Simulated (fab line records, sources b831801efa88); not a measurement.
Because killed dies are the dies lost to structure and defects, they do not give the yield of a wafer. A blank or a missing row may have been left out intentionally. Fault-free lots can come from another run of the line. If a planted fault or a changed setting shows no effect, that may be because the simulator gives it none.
A struck lot beside a sound one :: flow sky130 :: 44 out of 708 route steps
Sound: wafers L220.1, L220.4, L220.5. Wafers L233.1, L233.2, L233.6 were the ones struck. The cause is named last.
Per side, at each step with rows, come the tool, then ch with its chambers, and then its first start. Under that, the readings that differ: sound wafers :: struck wafers :: difference of the means :: sigmas: that difference in standard deviations of wafers without a fault.
alike: readings with means less than 2 such deviations apart, plus words and numbers identical on both sides. not compared: withheld readings, readings lacking a value on some wafer, bounds such as >300 that could conceal the same value, and numbers that have no deviation in the record and whose values overlap.
A row with sigmas, a row that says differs or no value, or rows on one side alone: a step with any of these is where the two part. When numbers do not overlap yet have no deviation, they are printed without sigmas and do not part them. Lack of a reading on every wafer of one side parts them only where that side has two or more wafers.

first, 1 step without rows for these wafers: SKY_SONOS_TUNNEL_DEVELOP_06 (develop time 60 s).
SKY_SONOS_TUNNEL_CD_MEAS_07: target cd 410 nm.
  sound on cdSem-02, day 13 08:55; struck on cdSem-01, day 17 11:43
  alike: cdNm
SKY_SONOS_TUNNEL_OVL_MEAS_08:
  sound on overlay-02, day 13 09:02; struck on overlay-02, day 17 11:50
  alike: SONOS_TUNNEL_OVL
then, 3 steps without rows for these wafers: SKY_SONOS_TUNNEL_IMPLANT_09; SKY_SONOS_TUNNEL_WET_ETCH_10 (etches SiO2 in dHF, target depth 14 nm, time 280 s); SKY_SONOS_TUNNEL_STRIP_11 (strips in SPM, time 600 s).
SKY_SONOS_TUNNEL_TW_MEAS_12:
  sound on filmMetro-01, day 13 09:30; struck on filmMetro-01, day 17 12:49
  alike: SONOS_TUNNEL_TW
then, 2 steps without rows for these wafers: SKY_SONOS_TUNNEL_CLEAN_13 (cleans in dHF, time 20 s); SKY_SONOS_ONO_OXIDATION_00 (stabilise 600 s, purge 300 s, target thk 2.6 nm).
SKY_SONOS_ONO_THK_MEAS_01:
  sound on filmMetro-02, day 13 10:56; struck on filmMetro-02, day 17 15:22
  alike: SONOS_ONO_OXIDATION_THK
then, 1 step without rows for these wafers: SKY_SONOS_ONO_CVD_02 (deposits Si3N4 from DCS/NH3, target thk 10.5 nm, time 180 s).
SKY_SONOS_ONO_THK_MEAS_03:
  sound on filmMetro-03, day 13 15:45; struck on filmMetro-04, day 17 18:21
  alike: SONOS_ONO_CVD_02_THK
SKY_SONOS_ONO_CVD_04: deposits SiO2 from SiH4/N2O, target thk 5.7199 nm.
  sound on lpcvd-03 ch 1, day 13 15:49; struck on lpcvd-03 ch 1, day 17 18:25
reading: model.SiO2_of_SONOS_ONO_CVD_04.thkNm (nm)
sound: 5.835 5.789 5.799
struck: 5.416 5.301 5.36
difference: -0.449
sigmas: 
SKY_SONOS_ONO_THK_MEAS_05:
  sound on filmMetro-03, day 13 17:04; struck on filmMetro-03, day 17 19:40
reading: SONOS_ONO_CVD_04_THK (nm)
sound: 5.84 5.79 5.78
struck: 5.40 5.27 5.35
difference: -0.46
sigmas: -5
then, 7 steps without rows for these wafers: SKY_SONOS_ONO_DEHYDRATE_06 (time 60 s); SKY_SONOS_ONO_HMDS_07 (prime time 60 s); SKY_SONOS_ONO_COAT_08 (resist thk 1140 nm); SKY_SONOS_ONO_SOFTBAKE_09 (time 60 s); SKY_SONOS_ONO_EXPOSE_10 (exposes mask ONOM, target cd 410 nm); SKY_SONOS_ONO_PEB_11; SKY_SONOS_ONO_DEVELOP_12 (develop time 60 s).
SKY_SONOS_ONO_CD_MEAS_13: target cd 410 nm.
  sound on cdSem-02, day 14 19:34; struck on cdSem-01, day 19 01:28
  alike: cdNm
SKY_SONOS_ONO_OVL_MEAS_14:
  sound on overlay-02, day 14 19:41; struck on overlay-01, day 19 01:35
  alike: SONOS_ONO_OVL
SKY_SONOS_ONO_ETCH_15: etches the open film in CHF3/O2, target depth 19.52 nm, time 7.8 s.
  sound on rieDiel-04 ch 0,1, day 14 19:44; struck on rieDiel-03 ch 1,2, day 19 01:37
  alike: drypumpMotorCurrentA, oesProductAu, throttleValvePct
  not compared: rfHoursCounterH
then, 1 step without rows for these wafers: SKY_SONOS_ONO_WET_ETCH_16 (etches SiO2 in dHF, target depth 14 nm, time 280 s).
SKY_SONOS_ONO_STRIP_17: strips in O2/N2.
  sound on plasmaAsher-02 ch 0,1, day 14 19:50; struck on plasmaAsher-04 ch 0,1, day 19 01:45
  alike: drypumpMotorCurrentA, n2FlowSccm, oesProductAu, stripTimeToEndpointS
  not compared: rfHoursCounterH
then, 3 steps without rows for these wafers: SKY_SONOS_ONO_WET_ETCH_18 (etches Si3N4 in H3PO4, target depth 15 nm, time 172 s); SKY_GATE_OXIDE_CLEAN_00 (cleans in SC1/SC2, time 150 s); SKY_GATE_OXIDE_OXIDATION_01 (stabilise 600 s, purge 300 s, target thk 10.268 nm).
SKY_GATE_OXIDE_THK_MEAS_02:
  sound on filmMetro-01, day 14 22:32; struck on filmMetro-01, day 19 04:53
  alike: GATE_OXIDE_OXIDATION_00_THK
then, 7 steps without rows for these wafers: SKY_GATE_OXIDE_DEHYDRATE_03 (time 60 s); SKY_GATE_OXIDE_HMDS_04 (prime time 60 s); SKY_GATE_OXIDE_COAT_05 (resist thk 1140 nm); SKY_GATE_OXIDE_SOFTBAKE_06 (time 60 s); SKY_GATE_OXIDE_EXPOSE_07 (exposes mask LVOM, target cd 600 nm); SKY_GATE_OXIDE_PEB_08; SKY_GATE_OXIDE_DEVELOP_09 (develop time 60 s).
SKY_GATE_OXIDE_OVL_MEAS_10:
  sound on overlay-01, day 16 01:38; struck on overlay-01, day 20 11:37
  alike: GATE_OXIDE_OVL
then, 2 steps without rows for these wafers: SKY_GATE_OXIDE_IMPLANT_11; SKY_GATE_OXIDE_WET_ETCH_12 (etches SiO2 in dHF, target depth 16.8 nm, time 336 s).
SKY_GATE_OXIDE_STRIP_13: strips in O2/N2.
  sound on plasmaAsher-04 ch 0, day 16 01:55; struck on plasmaAsher-02 ch 0,1, day 20 11:55
  alike: drypumpMotorCurrentA, n2FlowSccm, oesProductAu, stripTimeToEndpointS
  not compared: rfHoursCounterH
SKY_GATE_OXIDE_TW_MEAS_14:
  sound on filmMetro-01, day 16 02:01; struck on filmMetro-02, day 20 12:01
  alike: GATE_OXIDE_TW
SKY_GATE_OXIDE_CLEAN_15: cleans in SC1/SC2, time 150 s.
  sound on wetBench-01 ch 1, day 16 02:05; struck on wetBench-04 ch 2, day 20 12:04
reading: model.SiO2_of_SONOS_ONO_CVD_04.thkNm (nm)
sound: 4.324 4.276 4.283
struck: 3.895 3.787 3.835
difference: -0.455
sigmas: 
-- the record jumps here: 31 days lie between the struck wafers' starts before and after (it left off in module GATE_OXIDE and takes up again in module PAD_OPEN, whose first step shown is number 708 of the route) --
SKY_PAD_OPEN_PROBE_99:
  sound on prober-01, day 47 21:04; struck on prober-02, day 51 11:30
reading: model.etest.capOno.gateLog10ACm2
sound: -8.161 -7.891 -8.048
struck: -7.7 -7.366 -7.595
difference: +0.5
sigmas: 

reading: model.etest.capOno.gateBvV (V)
sound: 16.38 16.54 16.67
struck: 15.92 15.96 16.36
difference: -0.45
sigmas: 

reading: model.etest.capOno.toxAccNm (nm)
sound: 13.12 12.85 12.99
struck: 12.65 12.46 12.59
difference: -0.42
sigmas: 

reading: model.etest.sonosProgrammed.vtV (V)
sound: 1.363 1.472 1.448
struck: 1.586 1.651 1.634
difference: +0.196
sigmas: 

reading: model.etest.sonosErased.vtV (V)
sound: -2.199 -2.32 -2.261
struck: -2.358 -2.438 -2.422
difference: -0.146
sigmas: 

reading: model.etest.sonosBaked.vtV (V)
sound: 0.8931 0.9272 0.9584
struck: 1.026 1.099 1.056
difference: +0.134
sigmas: 

reading: model.etest.sonosBaked.vtLessV (V)
sound: -0.4699 -0.5449 -0.4896
struck: -0.5602 -0.5514 -0.5774
difference: -0.0615
sigmas: 
  alike: killed_at_M0_to_M3, killed_at_M4_up, killedAtContacts, killedAtFrontEnd, killedAtOther, killedDies, killedOnRim, killedOpen, killedShort

WHERE THEY PART
Only at SKY_SONOS_ONO_THK_MEAS_05, as far as this record shows. Later steps at which nothing parts them and some readings are alike: SKY_SONOS_ONO_CD_MEAS_13, SKY_SONOS_ONO_OVL_MEAS_14, SKY_SONOS_ONO_ETCH_15, SKY_SONOS_ONO_STRIP_17, SKY_GATE_OXIDE_THK_MEAS_02, SKY_GATE_OXIDE_OVL_MEAS_10, SKY_GATE_OXIDE_STRIP_13, SKY_GATE_OXIDE_TW_MEAS_14, SKY_PAD_OPEN_PROBE_99.

WHY: what had been put in by the simulator
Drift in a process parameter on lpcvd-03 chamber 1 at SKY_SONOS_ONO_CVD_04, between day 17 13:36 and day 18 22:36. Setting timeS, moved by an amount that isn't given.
